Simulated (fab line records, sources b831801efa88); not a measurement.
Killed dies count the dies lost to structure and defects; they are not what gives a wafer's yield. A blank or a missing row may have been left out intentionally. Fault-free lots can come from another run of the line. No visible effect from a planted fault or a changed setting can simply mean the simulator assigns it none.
Which of the tools did it? ; flow gf180mcu ; Sampling: 6 lots, 18 wafers, 3 of 602 route steps

WHAT THE GAUGES SHOWED, per wafer
GF_VT_IMPLANT_RS_MEAS_47: a four-point-probe measurement.
lot;measured;on;NWELL_RS (ohm/sq)
L794;day 7 17:41;film-metro-02;487.2 487.4 486.3
L798;day 8 19:10;film-metro-04;488.3 488.1 488.6
L800;day 9 10:17;film-metro-01;489.9 489.2 489.8
L803;day 10 05:43;film-metro-01;489.5 487.8 487.7
L807;day 11 14:48;film-metro-04;488.9 487.5 487.0
L811;day 12 15:14;film-metro-02;487.8 488.0 488.6

WHICH TOOL RAN EACH LOT (tool, then ch and the chambers of the sampled wafers, then the start)
lot;GF_STI_COAT_07;GF_STI_STRIP_15
L794;litho-track-04 ch 0, day 1 23:41;plasma-asher-03 ch 0,1, day 2 05:51
L798;litho-track-01 ch 0, day 2 19:46;plasma-asher-02 ch 0,1, day 3 02:28
L800;litho-track-01 ch 0, day 3 06:39;plasma-asher-02 ch 0,1, day 3 13:50
L803;litho-track-01 ch 0, day 3 21:49;plasma-asher-02 ch 0, day 4 04:56
L807;litho-track-02 ch 0, day 4 18:46;plasma-asher-03 ch 0, day 5 02:16
L811;litho-track-02 ch 0, day 5 15:20;plasma-asher-03 ch 0,1, day 5 22:58
- GF_STI_COAT_07: resist thk 700 nm.
- GF_STI_STRIP_15: strips in O2/N2.

THE ANSWER, worked out from the rows above alone
Rule: what is usual is taken from the lots themselves. Put in order of their means at a reading, lots are off if they are a third of the lots or fewer, leave a main group of 4 or more, and stand apart from it by a gap of 3 or more times the standard deviation of the main group's means; of several such gaps the widest counts. A main group is skipped when, at the precision printed for the reading in the tables above, its means are all equal. A lot without any number at a reading at which 4 lots or more have one is off too. Where the step has rows for the other lots, those lots are counted as sound.
No lot is off at any reading shown: from this, nothing can be told.

WHAT HAD BEEN PUT IN BY THE SIMULATOR
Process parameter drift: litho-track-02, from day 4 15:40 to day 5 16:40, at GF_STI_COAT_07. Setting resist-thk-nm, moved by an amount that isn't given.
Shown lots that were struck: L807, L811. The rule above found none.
